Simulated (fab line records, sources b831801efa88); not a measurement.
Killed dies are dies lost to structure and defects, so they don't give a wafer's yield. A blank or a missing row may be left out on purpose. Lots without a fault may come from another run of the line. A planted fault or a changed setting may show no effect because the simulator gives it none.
Which tool did it? | flow gf180mcu | 6 lots, 18 wafers sampled, at 2 steps of a route of 602

WHAT THE GAUGES READ, wafer by wafer
GF_DNWELL_TW_MEAS_09.
lot  | measured    | on            | DNWELL_TW
L436 | day 3 02:07 | film_metro-04 | 1351 1357 1358
L438 | day 3 15:05 | film_metro-03 | 1334 1340 1341
L441 | day 4 05:31 | film_metro-04 | 1324 1336 1336
L444 | day 4 19:43 | film_metro-01 | 1355 1355 1356
L449 | day 5 21:02 | film_metro-03 | 1346 1333 1348
L455 | day 7 07:43 | film_metro-01 | 1694 1690 1699

WHICH TOOL RAN EACH LOT (tool, then ch and the chambers of the sampled wafers, then the start)
lot  | GF_DNWELL_IMPLANT_07
L436 | implanter-02 ch 0, day 3 01:50
L438 | implanter-02 ch 0, day 3 14:50
L441 | implanter-02 ch 0, day 4 05:17
L444 | implanter-02 ch 0, day 4 19:28
L449 | implanter-02 ch 0, day 5 20:49
L455 | implanter-01 ch 0, day 7 07:08
- GF_DNWELL_IMPLANT_07

THE ANSWER, worked out from the rows above alone
Rule: what is usual is taken from the lots themselves. Put in order of their means at a reading, lots are off if they are a third of the lots or fewer, leave a main group of 4 or more, and stand apart from it by a gap of 3 or more times the standard deviation of the main group's means; of several such gaps the widest counts. A main group whose means are all the same, to the digits that the tables above print for the reading, isn't used. A lot without any number at a reading at which 4 lots or more have one is off too. The other lots that the step has rows for count as sound.
Off: L455, at GF_DNWELL_TW_MEAS_09 (DNWELL_TW). The main group: mean 1345, standard deviation 9.3.
A tool fits if, at a process step before that reading, it ran every lot that is off, and no sound lot after the first of them. The gauges at GF_DNWELL_TW_MEAS_09 are tried like those tools. Can't be told from this: 2 tools fit, implanter-01 at GF_DNWELL_IMPLANT_07, film_metro-01 at GF_DNWELL_TW_MEAS_09.

WHAT THE SIMULATOR HAD PUT IN
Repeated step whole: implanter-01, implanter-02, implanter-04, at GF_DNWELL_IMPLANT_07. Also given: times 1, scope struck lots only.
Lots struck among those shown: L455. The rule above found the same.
